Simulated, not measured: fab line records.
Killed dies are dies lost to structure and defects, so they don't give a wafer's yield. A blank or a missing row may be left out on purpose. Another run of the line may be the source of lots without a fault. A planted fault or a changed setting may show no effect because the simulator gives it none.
fab line records ; flow gf180mcu ; part 1 of 2: steps 1 to 27 of 37
record: lots: 5; wafers: 15; last-day: 33
route steps=602 shown V5@565 TOP_METAL@567 PASSIVATION@587
lots that met no fault: from a run of the same line without faults
start-h: hours from the record's opening day to when the first of the lot's shown wafers began ; wait-h: hours from the lot's prior step to this one ; " the same as in the row above ; L1.1+2: several wafers, shown together as one row ; - no value, or no start was given ; * or withheld: withheld ; < > ~ a bound
route shown NAME@n: NAME is a module with steps in the file, n the number in the route of the first one ; usual: mean/standard deviation taken from wafers without a fault ; same: alike in all rows ; chamber/n: place in a boat ; sites: each site's reading ; _std_site: how widely they spread, as a standard deviation ; _edge_site: the outer-site mean with the inner-site mean subtracted ; radius-mm: how far each site lies from the wafer's centre ; mask NAME#n: copy n ; behind: the tool/chamber that last shaped the wafer ; hold: what put the lot on hold/how long, in hours/how the hold closed ; device: the n, p or np transistor that did not switch ; end of line: the tests these same wafers got at the end of their route ; a step with no rows: only its recipe ; killed: at the first sort, the dies lost to defects and structure; wafer yield is something else ; map: a wafer's dies, marking killed ones x, the rest . and places with no die _
set.NAME: the setting the step ran with; set.NAME@STEP: the setting that earlier step ran with ; model.NAME: the simulator's own value behind a step, which no gauge read
lots seen at some steps along the route; tables by step, rows by wafer
services: the hour from which a tool's chamber was out of use, counted from the record's first day as start-h (under 0 if before that day), plus the number of hours and why
== steps ==
step: GF_V5_THK_MEAS_25
recipe: thk-meas-gauge: xrf; reads: W_of_V5_CVD_23
usual: V5_W_THK: 346/4.7
lot.wafer;tool;chamber;start-h;wait-h;V5_W_THK[nm]
L077.2;film-metro-01;-;659.32;0.1;341
L077.3;film-metro-01;-;659.32;0.1;338
L077.6;film-metro-01;-;659.32;0.1;340
L078.1;film-metro-04;-;660.26;0.1;347
L078.5;film-metro-04;-;660.26;0.1;343
L078.6;film-metro-04;-;660.26;0.1;351
L083.1;film-metro-02;-;693.26;0.1;347
L083.2;film-metro-02;-;693.26;0.1;351
L083.3;film-metro-02;-;693.26;0.1;344
L091.2;film-metro-02;-;747.93;0.1;356
L091.3;film-metro-02;-;747.93;0.1;353
L091.5;film-metro-02;-;747.93;0.1;356
L093.1;film-metro-01;-;758.97;0.1;342
L093.5;film-metro-01;-;758.97;0.1;343
L093.6;film-metro-01;-;758.97;0.1;347
step: GF_V5_CMP_26
recipe: stop-on: SiO2; down-force-psi: 3.5; platen-rpm: 60; t-overpolish-s: 15; target-thk-nm: 0; pad-velocity-m-s: 0.94248
usual: edge-zone-pressure-frac: 1.000/0.0046; motor-current-A: 11.0/1.3; overpolish-run-s: 15.001/0.0086; time-to-endpoint-s: 85/3.4
lot.wafer;tool;chamber;start-h;wait-h;edge-zone-pressure-frac;motor-current-A;overpolish-run-s;time-to-endpoint-s
L077.3;cmp-02;1;659.42;0.1;0.998;9.9;15.018;76
L077.2;cmp-02;2;659.42;0.1;1.002;10.1;14.989;85
L077.6;cmp-02;1;659.42;0.1;1.004;9.7;15.008;79
L078.1;cmp-01;0;660.32;0.1;1.002;9.9;15.005;88
L078.6;cmp-01;0;660.32;0.1;1.006;9.9;15.008;89
L078.5;cmp-01;1;660.32;0.1;1.001;13.7;15.000;81
L083.1;cmp-02;1;693.32;0.1;1.003;9.4;15.005;81
L083.2;cmp-02;2;693.32;0.1;1.001;11.0;14.994;86
L083.3;cmp-02;3;693.32;0.1;1.002;12.1;15.000;84
L091.3;cmp-01;1;748.02;0.1;1.004;13.5;14.995;85
L091.2;cmp-01;2;748.02;0.1;1.004;9.8;15.002;82
L091.5;cmp-01;2;748.02;0.1;1.002;9.4;15.013;85
L093.1;cmp-01;2;759.18;0.2;0.999;9.6;14.986;84
L093.6;cmp-01;3;759.18;0.2;1.006;10.8;14.992;83
L093.5;cmp-01;0;759.18;0.2;1.000;9.9;15.001;85
step: GF_TOP_METAL_SPUTTER_00
recipe: material: Ti; target-thk-nm: 37.5; arriving-ion-energy-ev: 80; substrate-temp-c: 200; chamber-pressure-pa: 2; power-w: 4000; time-s: 150
usual: throttle-valve-pct: 29.9/0.95
lot.wafer;tool;chamber;start-h;wait-h;throttle-valve-pct
L077.2;pvd-sputter-03;-;659.67;0.1;29.8
L077.3;pvd-sputter-03;-;659.67;0.1;30.6
L077.6;pvd-sputter-03;-;659.67;0.1;29.7
L078.1;pvd-sputter-01;-;660.62;0.2;28.9
L078.5;pvd-sputter-01;-;660.62;0.2;28.8
L078.6;pvd-sputter-01;-;660.62;0.2;29.0
L083.1;pvd-sputter-01;-;693.62;0.2;29.0
L083.2;pvd-sputter-01;-;693.62;0.2;28.9
L083.3;pvd-sputter-01;-;693.62;0.2;31.1
L091.2;pvd-sputter-02;-;748.32;0.2;29.4
L091.3;pvd-sputter-02;-;748.32;0.2;31.4
L091.5;pvd-sputter-02;-;748.32;0.2;31.6
L093.1;pvd-sputter-03;-;759.33;0.1;28.8
L093.5;pvd-sputter-03;-;759.33;0.1;29.0
L093.6;pvd-sputter-03;-;759.33;0.1;30.9
step: GF_TOP_METAL_SPUTTER_01
recipe: material: TiN; target-thk-nm: 30; power-w: 6500; time-s: 25; chamber-pressure-pa: 0.4
usual: throttle-valve-pct: 29.9/0.92
lot.wafer;tool;chamber;start-h;wait-h;throttle-valve-pct
L077.2;pvd-sputter-03;-;659.77;0.1;29.7
L077.3;pvd-sputter-03;-;659.77;0.1;30.6
L077.6;pvd-sputter-03;-;659.77;0.1;29.6
L078.1;pvd-sputter-01;-;660.74;0.1;29.0
L078.5;pvd-sputter-01;-;660.74;0.1;28.9
L078.6;pvd-sputter-01;-;660.74;0.1;28.8
L083.1;pvd-sputter-01;-;693.72;0.1;28.9
L083.2;pvd-sputter-01;-;693.72;0.1;29.0
L083.3;pvd-sputter-01;-;693.72;0.1;30.9
L091.2;pvd-sputter-02;-;748.42;0.1;29.5
L091.3;pvd-sputter-02;-;748.42;0.1;31.4
L091.5;pvd-sputter-02;-;748.42;0.1;31.7
L093.1;pvd-sputter-03;-;759.43;0.1;29.2
L093.5;pvd-sputter-03;-;759.43;0.1;29.1
L093.6;pvd-sputter-03;-;759.43;0.1;30.9
step: GF_TOP_METAL_SPUTTER_02
recipe: material: AlCu; target-thk-nm: 900; power-w: 10600; chamber-pressure-pa: 0.3; substrate-temp-c: 250; gas: Ar; time-s: 47.82
usual: throttle-valve-pct: 29.9/0.94
lot.wafer;tool;chamber;start-h;wait-h;throttle-valve-pct
L077.2;pvd-sputter-03;-;659.81;0.0;29.8
L077.3;pvd-sputter-03;-;659.81;0.0;30.8
L077.6;pvd-sputter-03;-;659.81;0.0;29.7
L078.1;pvd-sputter-01;-;660.77;0.0;28.7
L078.5;pvd-sputter-01;-;660.77;0.0;28.9
L078.6;pvd-sputter-01;-;660.77;0.0;28.9
L083.1;pvd-sputter-01;-;693.75;0.0;28.6
L083.2;pvd-sputter-01;-;693.75;0.0;28.8
L083.3;pvd-sputter-01;-;693.75;0.0;30.9
L091.2;pvd-sputter-02;-;748.45;0.0;29.6
L091.3;pvd-sputter-02;-;748.45;0.0;31.2
L091.5;pvd-sputter-02;-;748.45;0.0;31.3
L093.1;pvd-sputter-03;-;759.46;0.0;28.7
L093.5;pvd-sputter-03;-;759.46;0.0;29.0
L093.6;pvd-sputter-03;-;759.46;0.0;30.6
step: GF_TOP_METAL_SPUTTER_03
recipe: material: Ti; target-thk-nm: 5; substrate-temp-c: 300; chamber-pressure-pa: 0.3; power-w: 3000; time-s: 3.3
usual: throttle-valve-pct: 29.9/0.94
lot.wafer;tool;chamber;start-h;wait-h;throttle-valve-pct
L077.2;pvd-sputter-03;-;659.85;0.0;29.4
L077.3;pvd-sputter-03;-;659.85;0.0;30.6
L077.6;pvd-sputter-03;-;659.85;0.0;29.8
L078.1;pvd-sputter-01;-;660.82;0.0;29.0
L078.5;pvd-sputter-01;-;660.82;0.0;28.8
L078.6;pvd-sputter-01;-;660.82;0.0;28.6
L083.1;pvd-sputter-01;-;693.79;0.0;28.8
L083.2;pvd-sputter-01;-;693.79;0.0;29.2
L083.3;pvd-sputter-01;-;693.79;0.0;30.8
L091.2;pvd-sputter-02;-;748.49;0.0;29.7
L091.3;pvd-sputter-02;-;748.49;0.0;31.2
L091.5;pvd-sputter-02;-;748.49;0.0;31.3
L093.1;pvd-sputter-03;-;759.50;0.0;28.9
L093.5;pvd-sputter-03;-;759.50;0.0;29.1
L093.6;pvd-sputter-03;-;759.50;0.0;30.8
step: GF_TOP_METAL_SPUTTER_04
recipe: material: TiN; target-thk-nm: 25; power-w: 6500; time-s: 20.8; chamber-pressure-pa: 0.4
usual: throttle-valve-pct: 29.9/0.94
lot.wafer;tool;chamber;start-h;wait-h;throttle-valve-pct
L077.2;pvd-sputter-03;-;659.87;0.0;29.6
L077.3;pvd-sputter-03;-;659.87;0.0;30.8
L077.6;pvd-sputter-03;-;659.87;0.0;29.6
L078.1;pvd-sputter-01;-;660.84;0.0;28.7
L078.5;pvd-sputter-01;-;660.84;0.0;28.8
L078.6;pvd-sputter-01;-;660.84;0.0;28.9
L083.1;pvd-sputter-01;-;693.81;0.0;29.0
L083.2;pvd-sputter-01;-;693.81;0.0;28.9
L083.3;pvd-sputter-01;-;693.81;0.0;30.9
L091.2;pvd-sputter-02;-;748.51;0.0;29.4
L091.3;pvd-sputter-02;-;748.51;0.0;31.4
L091.5;pvd-sputter-02;-;748.51;0.0;31.5
L093.1;pvd-sputter-03;-;759.52;0.0;28.9
L093.5;pvd-sputter-03;-;759.52;0.0;28.9
L093.6;pvd-sputter-03;-;759.52;0.0;30.9
step: GF_TOP_METAL_RS_MEAS_05
recipe: thk-meas-gauge: four-point-probe; reads: TiN_of_TOP_METAL_SPUTTER_04+Ti_of_TOP_METAL_SPUTTER_03+AlCu_of_TOP_METAL_SPUTTER_02+TiN_of_TOP_METAL_SPUTTER_01+Ti_of_TOP_METAL_SPUTTER_00
usual: TOP_METAL_ALCU_RS: 0.03251/0.00025
lot.wafer;tool;chamber;start-h;wait-h;TOP_METAL_ALCU_RS[ohm/sq]
L077.2;film-metro-01;-;659.92;0.0;0.03251
L077.3;film-metro-01;-;659.92;0.0;0.03259
L077.6;film-metro-01;-;659.92;0.0;0.03274
L078.1;film-metro-04;-;660.87;0.0;0.0324
L078.5;film-metro-04;-;660.87;0.0;0.03251
L078.6;film-metro-04;-;660.87;0.0;0.03235
L083.1;film-metro-01;-;693.84;0.0;0.03214
L083.2;film-metro-01;-;693.84;0.0;0.03216
L083.3;film-metro-01;-;693.84;0.0;0.03233
L091.2;film-metro-04;-;748.56;0.0;0.03229
L091.3;film-metro-04;-;748.56;0.0;0.03235
L091.5;film-metro-04;-;748.56;0.0;0.03222
L093.1;film-metro-04;-;759.55;0.0;0.03242
L093.5;film-metro-04;-;759.55;0.0;0.03253
L093.6;film-metro-04;-;759.55;0.0;0.03265
step: GF_TOP_METAL_THK_MEAS_06
recipe: thk-meas-gauge: xrf; reads: AlCu_of_TOP_METAL_SPUTTER_02
usual: TOP_METAL_ALCU_THK: 923/12
lot.wafer;tool;chamber;start-h;wait-h;TOP_METAL_ALCU_THK[nm]
L077.2;film-metro-01;-;660.03;0.1;933
L077.3;film-metro-01;-;660.03;0.1;931
L077.6;film-metro-01;-;660.03;0.1;933
L078.1;film-metro-04;-;660.99;0.1;931
L078.5;film-metro-04;-;660.99;0.1;918
L078.6;film-metro-04;-;660.99;0.1;927
L083.1;film-metro-01;-;693.96;0.1;940
L083.2;film-metro-01;-;693.96;0.1;940
L083.3;film-metro-01;-;693.96;0.1;936
L091.2;film-metro-04;-;748.67;0.1;933
L091.3;film-metro-04;-;748.67;0.1;928
L091.5;film-metro-04;-;748.67;0.1;938
L093.1;film-metro-04;-;759.67;0.1;931
L093.5;film-metro-04;-;759.67;0.1;922
L093.6;film-metro-04;-;759.67;0.1;921
step: GF_TOP_METAL_DEHYDRATE_07
recipe: temp-c: 200; time-s: 60
lot.wafer;tool;chamber;start-h;wait-h
L077.2+3+6;litho-track-01;0;669.21;9.2
L078.1+5+6;litho-track-04;0;670.00;9.0
L083.1+2+3;litho-track-03;0;702.94;9.0
L091.2+3+5;litho-track-01;0;756.26;7.6
L093.1+5+6;litho-track-04;0;767.10;7.4
step: GF_TOP_METAL_HMDS_08
recipe: prime-time-s: 60; prime-temp-c: 120
usual: prime-temp-c: 120.00/0.13
lot.wafer;tool;chamber;start-h;wait-h;prime-temp-c
L077.2;litho-track-01;0;669.36;0.1;120.09
L077.3;litho-track-01;0;669.36;0.1;119.72
L077.6;litho-track-01;0;669.36;0.1;120.03
L078.1;litho-track-04;0;670.15;0.1;119.97
L078.5;litho-track-04;0;670.15;0.1;120.02
L078.6;litho-track-04;0;670.15;0.1;119.81
L083.1;litho-track-03;0;703.09;0.1;120.06
L083.2;litho-track-03;0;703.09;0.1;119.99
L083.3;litho-track-03;0;703.09;0.1;120.12
L091.2;litho-track-01;0;756.41;0.1;120.22
L091.3;litho-track-01;0;756.41;0.1;120.18
L091.5;litho-track-01;0;756.41;0.1;120.33
L093.1;litho-track-04;0;767.25;0.1;119.84
L093.5;litho-track-04;0;767.25;0.1;119.96
L093.6;litho-track-04;0;767.25;0.1;119.97
step: GF_TOP_METAL_COAT_09
recipe: resist: NOVOLAK; spin-rpm: 3000; resist-thk-nm: 1500
usual: dispense-pressure-kPa: 50/3.5
lot.wafer;tool;chamber;start-h;wait-h;dispense-pressure-kPa
L077.2;litho-track-01;0;669.51;0.1;54
L077.3;litho-track-01;0;669.51;0.1;54
L077.6;litho-track-01;0;669.51;0.1;54
L078.1;litho-track-04;0;670.30;0.1;51
L078.5;litho-track-04;0;670.30;0.1;51
L078.6;litho-track-04;0;670.30;0.1;51
L083.1;litho-track-03;0;703.24;0.1;45
L083.2;litho-track-03;0;703.24;0.1;45
L083.3;litho-track-03;0;703.24;0.1;45
L091.2;litho-track-01;0;756.56;0.1;54
L091.3;litho-track-01;0;756.56;0.1;54
L091.5;litho-track-01;0;756.56;0.1;54
L093.1;litho-track-04;0;767.40;0.1;51
L093.5;litho-track-04;0;767.40;0.1;51
L093.6;litho-track-04;0;767.40;0.1;51
step: GF_TOP_METAL_SOFTBAKE_10
recipe: temp-c: 90; time-s: 60; resist: NOVOLAK
lot.wafer;tool;chamber;start-h;wait-h
L077.2+3+6;litho-track-01;0;669.66;0.1
L078.1+5+6;litho-track-04;0;670.45;0.1
L083.1+2+3;litho-track-03;0;703.39;0.1
L091.2+3+5;litho-track-01;0;756.71;0.1
L093.1+5+6;litho-track-04;0;767.55;0.1
step: GF_TOP_METAL_EXPOSE_11
recipe: mask-id: MetalTop; target-cd-nm: 440; na: 0.6; source-shape: conventional; sigma-outer: 0.6; dose-mj: 170
usual: exposure-dose-mJ-cm2: 169.89/0.16
lot.wafer;tool;chamber;start-h;wait-h;mask;exposure-dose-mJ-cm2
L077.2;iline-stepper-02;0;-;-;MetalTop#0;169.99
L077.3;iline-stepper-02;0;-;-;MetalTop#0;170.10
L077.6;iline-stepper-02;0;-;-;MetalTop#0;170.14
L078.1;iline-stepper-02;0;-;-;MetalTop#0;169.97
L078.5;iline-stepper-02;0;-;-;MetalTop#0;170.08
L078.6;iline-stepper-02;0;-;-;MetalTop#0;169.94
L083.1;iline-stepper-01;0;-;-;MetalTop#0;169.56
L083.2;iline-stepper-01;0;-;-;MetalTop#0;169.82
L083.3;iline-stepper-01;0;-;-;MetalTop#0;169.71
L091.2;iline-stepper-01;0;-;-;MetalTop#0;169.71
L091.3;iline-stepper-01;0;-;-;MetalTop#0;169.59
L091.5;iline-stepper-01;0;-;-;MetalTop#0;169.79
L093.1;iline-stepper-02;0;-;-;MetalTop#0;169.92
L093.5;iline-stepper-02;0;-;-;MetalTop#0;169.89
L093.6;iline-stepper-02;0;-;-;MetalTop#0;169.84
step: GF_TOP_METAL_PEB_12
recipe: temp-c: withheld; time-s: *; resist: NOVOLAK
lot.wafer;tool;chamber;start-h;wait-h
L077.2+3+6;litho-track-04;0;-;-
L078.1+5+6;litho-track-04;0;-;-
L083.1+2+3;litho-track-03;0;-;-
L091.2+3+5;litho-track-01;0;-;-
L093.1+5+6;litho-track-03;0;-;-
step: GF_TOP_METAL_DEVELOP_13
recipe: develop-time-s: 60; dev-temp-c: 23
lot.wafer;tool;chamber;start-h;wait-h
L077.2+3+6;litho-track-04;0;679.57;0.1
L078.1+5+6;litho-track-04;0;679.85;0.1
L083.1+2+3;litho-track-03;0;712.29;0.1
L091.2+3+5;litho-track-01;0;764.41;0.1
L093.1+5+6;litho-track-03;0;775.44;0.1
step: GF_TOP_METAL_CD_MEAS_14
recipe: target-cd-nm: 440
usual: cd-nm: 440.7/2
lot.wafer;tool;chamber;start-h;wait-h;cd-nm
L077.2;cd-sem-01;-;679.72;0.1;441.3
L077.3;cd-sem-01;-;679.72;0.1;440.9
L077.6;cd-sem-01;-;679.72;0.1;442.9
L078.1;cd-sem-02;-;680.00;0.1;437.0
L078.5;cd-sem-02;-;680.00;0.1;439.8
L078.6;cd-sem-02;-;680.00;0.1;439.6
L083.1;cd-sem-02;-;712.44;0.1;441.8
L083.2;cd-sem-02;-;712.44;0.1;443.1
L083.3;cd-sem-02;-;712.44;0.1;440.2
L091.2;cd-sem-02;-;764.55;0.1;440.0
L091.3;cd-sem-02;-;764.55;0.1;438.8
L091.5;cd-sem-02;-;764.55;0.1;438.8
L093.1;cd-sem-02;-;775.59;0.1;438.4
L093.5;cd-sem-02;-;775.59;0.1;440.0
L093.6;cd-sem-02;-;775.59;0.1;440.1
step: GF_TOP_METAL_OVL_MEAS_15
usual: TOP_METAL_OVL: 0.5/1.4
lot.wafer;tool;chamber;start-h;wait-h;TOP_METAL_OVL[nm]
L077.2;overlay-02;-;679.82;0.1;-0.9
L077.3;overlay-02;-;679.82;0.1;0.1
L077.6;overlay-02;-;679.82;0.1;-0.9
L078.1;overlay-01;-;680.12;0.1;1.0
L078.5;overlay-01;-;680.12;0.1;0.0
L078.6;overlay-01;-;680.12;0.1;-0.5
L083.1;overlay-01;-;712.56;0.1;0.6
L083.2;overlay-01;-;712.56;0.1;1.1
L083.3;overlay-01;-;712.56;0.1;1.2
L091.2;overlay-01;-;764.66;0.1;2.0
L091.3;overlay-01;-;764.66;0.1;1.3
L091.5;overlay-01;-;764.66;0.1;1.7
L093.1;overlay-01;-;775.71;0.1;-0.3
L093.5;overlay-01;-;775.71;0.1;1.3
L093.6;overlay-01;-;775.71;0.1;2.1
step: GF_TOP_METAL_METAL_ETCH_16
recipe: chemistry: Cl2/BCl3; mask-material: NOVOLAK; target-depth-nm: 1197; stop-on: SiO2; pressure-mtorr: 8; icp-w: 800; bias-w: 140; Cl2_flow_sccm: 80; bcl3-flow-sccm: 40; time-s: 199.5
usual: drypump-motor-current-A: 5.5/0.42; oes-product-au: 0.990/0.0068; throttle-valve-pct: 28.230/0.012
lot.wafer;tool;chamber;start-h;wait-h;drypump-motor-current-A;oes-product-au;rf-hours-counter-h;throttle-valve-pct
L077.2;rie-metal-03;0;679.85;0.0;5.5;0.991;1;28.206
L077.3;rie-metal-03;0;679.85;0.0;5.5;0.993;-;28.235
L077.6;rie-metal-03;0;679.85;0.0;5.4;0.990;-;28.216
L078.1;rie-metal-04;1;680.15;0.0;5.8;0.985;6;28.235
L078.5;rie-metal-04;1;680.15;0.0;5.8;0.983;-;28.238
L078.6;rie-metal-04;0;680.15;0.0;6.2;0.991;-;28.230
L083.1;rie-metal-02;0;712.60;0.0;5.8;0.985;11;28.223
L083.2;rie-metal-02;1;712.60;0.0;4.9;0.991;10;28.217
L083.3;rie-metal-02;1;712.60;0.0;5.0;0.996;-;28.220
L091.2;rie-metal-04;1;764.75;0.1;5.8;0.980;-;28.222
L091.3;rie-metal-04;1;764.75;0.1;5.8;0.982;-;28.257
L091.5;rie-metal-04;1;764.75;0.1;5.8;0.984;-;28.232
L093.1;rie-metal-04;1;775.75;0.0;5.7;0.984;12;28.235
L093.5;rie-metal-04;1;775.75;0.0;5.7;0.972;-;28.238
L093.6;rie-metal-04;0;775.75;0.0;6.2;0.980;-;28.253
step: GF_TOP_METAL_STRIP_17
recipe: chemistry: O2/N2; power-w: 1400; pressure-mtorr: 1500; platen-temp-c: 250; o2-flow-sccm: 3000; n2-flow-sccm: 300; overash-fraction: 0.5
usual: drypump-motor-current-A: 5.6/0.62; heater-power-w: 333/30; o2-flow-sccm: 3001/9.2; oes-product-au: 0.710/0.0041; strip-time-to-endpoint-s: 12.94/0.11
lot.wafer;tool;chamber;start-h;wait-h;drypump-motor-current-A;heater-power-w;o2-flow-sccm;oes-product-au;rf-hours-counter-h;strip-time-to-endpoint-s
L077.2;plasma-asher-02;1;680.04;0.1;4.9;312;3001;0.707;26;12.88
L077.3;plasma-asher-02;0;680.04;0.1;6.3;307;3007;0.710;-;12.85
L077.6;plasma-asher-02;0;680.04;0.1;6.3;306;3000;0.709;-;12.81
L078.1;plasma-asher-01;0;680.34;0.1;5.3;321;3013;0.708;96;12.96
L078.5;plasma-asher-01;1;680.34;0.1;5.7;390;2997;0.705;-;13.04
L078.6;plasma-asher-01;0;680.34;0.1;5.3;315;3005;0.715;-;13.01
L083.1;plasma-asher-02;0;712.79;0.1;6.3;304;3009;0.716;30;12.95
L083.2;plasma-asher-02;1;712.79;0.1;5.0;314;2997;0.702;30;12.81
L083.3;plasma-asher-02;0;712.79;0.1;6.3;310;3009;0.708;-;12.83
L091.2;plasma-asher-01;0;765.07;0.3;5.3;316;3011;0.709;105;13.16
L091.3;plasma-asher-01;0;765.07;0.3;5.3;325;2991;0.711;-;13.11
L091.5;plasma-asher-01;1;765.07;0.3;5.7;380;3006;0.715;-;13.17
L093.1;plasma-asher-04;1;775.94;0.1;5.0;378;3005;0.709;65;13.06
L093.5;plasma-asher-04;1;775.94;0.1;5.0;368;3003;0.709;-;13.10
L093.6;plasma-asher-04;0;775.94;0.1;6.3;331;3000;0.710;-;13.10
step: GF_TOP_METAL_STRIP_18
recipe: chemistry: post-etch-residue-remover; time-s: 1200; temp-c: 72.5
lot.wafer;tool;chamber;start-h;wait-h
L077.2+3+6;wet-bench-03;0;680.14;0.1
L078.1+5+6;wet-bench-01;0;680.44;0.1
L083.1+2+3;wet-bench-02;3;712.89;0.1
L091.2+3+5;wet-bench-01;1;765.17;0.1
L093.1+5+6;wet-bench-03;3;776.04;0.1
step: GF_TOP_METAL_CLEAN_19
recipe: chemistry: DIW; dry: n2-spin
lot.wafer;tool;chamber;start-h;wait-h
L077.2+3+6;wet-bench-02;1;680.49;0.0
L078.1+5+6;wet-bench-02;1;680.79;0.0
L083.1+2+3;wet-bench-03;2;713.23;0.0
L091.2+3+5;wet-bench-03;0;765.51;0.0
L093.1+5+6;wet-bench-02;1;776.41;0.0
step: GF_PASSIVATION_CVD_00
recipe: material: SiO2; target-thk-nm: 1000; precursor: TEOS; temp-c: 400; time-s: 111.95; rf-w: 600
usual: heater-power-w: 706/150
lot.wafer;tool;chamber;start-h;wait-h;heater-power-w;since-wet-clean-h
L077.2;pecvd-01;1;680.58;0.0;920;714
L077.3;pecvd-01;0;680.58;0.0;518;714
L077.6;pecvd-01;0;680.58;0.0;564;-
L078.1;pecvd-02;0;680.88;0.0;718;76
L078.5;pecvd-02;0;680.88;0.0;754;-
L078.6;pecvd-02;2;680.88;0.0;631;-
L083.1;pecvd-01;0;713.33;0.0;524;747
L083.2;pecvd-01;1;713.33;0.0;846;747
L083.3;pecvd-01;2;713.33;0.0;659;747
L091.2;pecvd-02;2;765.60;0.0;738;160
L091.3;pecvd-02;1;765.60;0.0;844;160
L091.5;pecvd-02;2;765.60;0.0;797;-
L093.1;pecvd-03;2;776.51;0.0;905;394
L093.5;pecvd-03;0;776.51;0.0;550;-
L093.6;pecvd-03;2;776.51;0.0;942;-
step: GF_PASSIVATION_THK_MEAS_01
recipe: reads: SiO2_of_PASSIVATION_CVD_00
usual: PASSIVATION_CVD_00_THK: 1001/13
lot.wafer;tool;chamber;start-h;wait-h;PASSIVATION_CVD_00_THK[nm]
L077.2;film-metro-03;-;680.67;0.0;994
L077.3;film-metro-03;-;680.67;0.0;987
L077.6;film-metro-03;-;680.67;0.0;1004
L078.1;film-metro-01;-;680.96;0.0;993
L078.5;film-metro-01;-;680.96;0.0;1009
L078.6;film-metro-01;-;680.96;0.0;1025
L083.1;film-metro-03;-;713.40;0.0;1004
L083.2;film-metro-03;-;713.40;0.0;1000
L083.3;film-metro-03;-;713.40;0.0;998
L091.2;film-metro-01;-;765.69;0.0;1004
L091.3;film-metro-01;-;765.69;0.0;995
L091.5;film-metro-01;-;765.69;0.0;1016
L093.1;film-metro-02;-;776.58;0.0;995
L093.5;film-metro-02;-;776.58;0.0;1028
L093.6;film-metro-02;-;776.58;0.0;1012
step: GF_PASSIVATION_CVD_02
recipe: material: Si3N4; target-thk-nm: 700; time-s: 486.18; temp-c: 400; rf-w: 450
usual: heater-power-w: 750/150
lot.wafer;tool;chamber;start-h;wait-h;heater-power-w;since-wet-clean-h
L077.2;pecvd-03;2;680.72;0.0;913;298
L077.3;pecvd-03;0;680.72;0.0;553;298
L077.6;pecvd-03;1;680.72;0.0;904;-
L078.1;pecvd-01;0;681.02;0.1;583;715
L078.5;pecvd-01;1;681.02;0.1;980;-
L078.6;pecvd-01;0;681.02;0.1;484;-
L083.1;pecvd-02;1;713.46;0.1;899;108
L083.2;pecvd-02;0;713.46;0.1;800;108
L083.3;pecvd-02;2;713.46;0.1;824;108
L091.2;pecvd-01;2;765.74;0.0;643;799
L091.3;pecvd-01;0;765.74;0.0;482;799
L091.5;pecvd-01;0;765.74;0.0;517;-
L093.1;pecvd-02;1;776.64;0.1;836;172
L093.5;pecvd-02;0;776.64;0.1;670;-
L093.6;pecvd-02;2;776.64;0.1;773;-
step: GF_PASSIVATION_THK_MEAS_03
recipe: reads: Si3N4_of_PASSIVATION_CVD_02
usual: PASSIVATION_CVD_02_THK: 703/11
lot.wafer;tool;chamber;start-h;wait-h;PASSIVATION_CVD_02_THK[nm]
L077.2;film-metro-03;-;681.01;0.2;685
L077.3;film-metro-03;-;681.01;0.2;708
L077.6;film-metro-03;-;681.01;0.2;690
L078.1;film-metro-02;-;681.30;0.1;703
L078.5;film-metro-02;-;681.30;0.1;714
L078.6;film-metro-02;-;681.30;0.1;705
L083.1;film-metro-03;-;713.75;0.1;693
L083.2;film-metro-03;-;713.75;0.1;707
L083.3;film-metro-03;-;713.75;0.1;704
L091.2;film-metro-02;-;766.04;0.2;703
L091.3;film-metro-02;-;766.04;0.2;703
L091.5;film-metro-02;-;766.04;0.2;715
L093.1;film-metro-02;-;776.93;0.1;694
L093.5;film-metro-02;-;776.93;0.1;703
L093.6;film-metro-02;-;776.93;0.1;718
step: GF_PASSIVATION_DEHYDRATE_04
recipe: temp-c: 200; time-s: 60
lot.wafer;tool;chamber;start-h;wait-h
L077.2+3+6;litho-track-02;0;689.41;8.4
L078.1+5+6;litho-track-03;0;690.24;8.9
L083.1+2+3;litho-track-02;0;722.78;9.0
L091.2+3+5;litho-track-01;0;773.71;7.7
L093.1+5+6;litho-track-01;0;783.73;6.8
